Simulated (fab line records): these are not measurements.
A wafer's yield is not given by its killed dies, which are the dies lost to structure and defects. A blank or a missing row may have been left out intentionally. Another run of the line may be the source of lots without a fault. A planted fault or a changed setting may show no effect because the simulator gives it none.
The tool behind it: which one? -- flow gf180mcu -- 7 lots, 21 wafers sampled, at 3 steps of a route of 602

== WHAT THE GAUGES READ, wafer by wafer ==
GF_HV_LDD_RS_MEAS_53: measurement is done with a four-point probe.
lot,measured,on,HV_LDD_RS (ohm/sq)
L257,day 12 23:29,film_metro-03,417.2 418.4 417.2
L260,day 13 13:53,film_metro-01,418.0 418.5 418.7
L263,day 14 06:08,film_metro-03,418.6 419.2 419.1
L265,day 14 22:37,film_metro-02,418.2 418.2 417.3
L270,day 16 21:23,film_metro-02,419.3 418.9 420.4
L273,day 17 19:49,film_metro-03,- - -
L280,day 20 17:41,film_metro-02,416.9 418.4 416.8

== WHAT TOOL EACH LOT RAN ON (gives the tool, then ch and the chambers of the sampled wafers, and finally the start) ==
lot,GF_HV_LDD_IMPLANT_35,GF_HV_LDD_STRIP_49
L257,"implanter-03 ch 0, day 12 03:16","plasma_asher-01 ch 0, day 12 23:13"
L260,"implanter-02 ch 0, day 12 17:01","plasma_asher-01 ch 0,1, day 13 13:37"
L263,"implanter-03 ch 0, day 13 08:55","plasma_asher-01 ch 0,1, day 14 05:52"
L265,"implanter-02 ch 0, day 14 01:02","plasma_asher-03 ch 0,1, day 14 22:17"
L270,"implanter-01 ch 0, day 15 22:05","plasma_asher-02 ch 0, day 16 21:07"
L273,"implanter-03 ch 0, day 16 20:12","plasma_asher-02 ch 0,1, day 17 19:32"
L280,"implanter-02 ch 0, day 19 16:24","plasma_asher-03 ch 0,1, day 20 17:23"
- GF_HV_LDD_IMPLANT_35
- GF_HV_LDD_STRIP_49: strips in O2/N2.

== THE ANSWER, worked out from the rows above alone ==
Rule: what is usual is taken from the lots themselves. Put in order of their means at a reading, lots are off if they are a third of the lots or fewer, leave a main group of 4 or more, and stand apart from it by a gap of 3 or more times the standard deviation of the main group's means; of several such gaps the widest counts. Not used: any main group whose means are identical at the precision the tables above print for the reading. A lot without any number at a reading at which 4 lots or more have one is off too. All remaining lots with rows at the step are treated as sound.
Off: at GF_HV_LDD_RS_MEAS_53 (HV_LDD_RS), L273. Without a number there: L273. Mean 418.3 ohm/sq and standard deviation 0.76 in the main group.
A tool fits if, at a process step before that reading, it ran every lot that is off, and no sound lot after the first of them. Gauges at GF_HV_LDD_RS_MEAS_53: tried the same way as those tools. Can't be told from this: 3 tools fit, implanter-03 at GF_HV_LDD_IMPLANT_35, plasma_asher-02 at GF_HV_LDD_STRIP_49, film_metro-03 at GF_HV_LDD_RS_MEAS_53.

== WHAT THE SIMULATOR HAD PUT IN ==
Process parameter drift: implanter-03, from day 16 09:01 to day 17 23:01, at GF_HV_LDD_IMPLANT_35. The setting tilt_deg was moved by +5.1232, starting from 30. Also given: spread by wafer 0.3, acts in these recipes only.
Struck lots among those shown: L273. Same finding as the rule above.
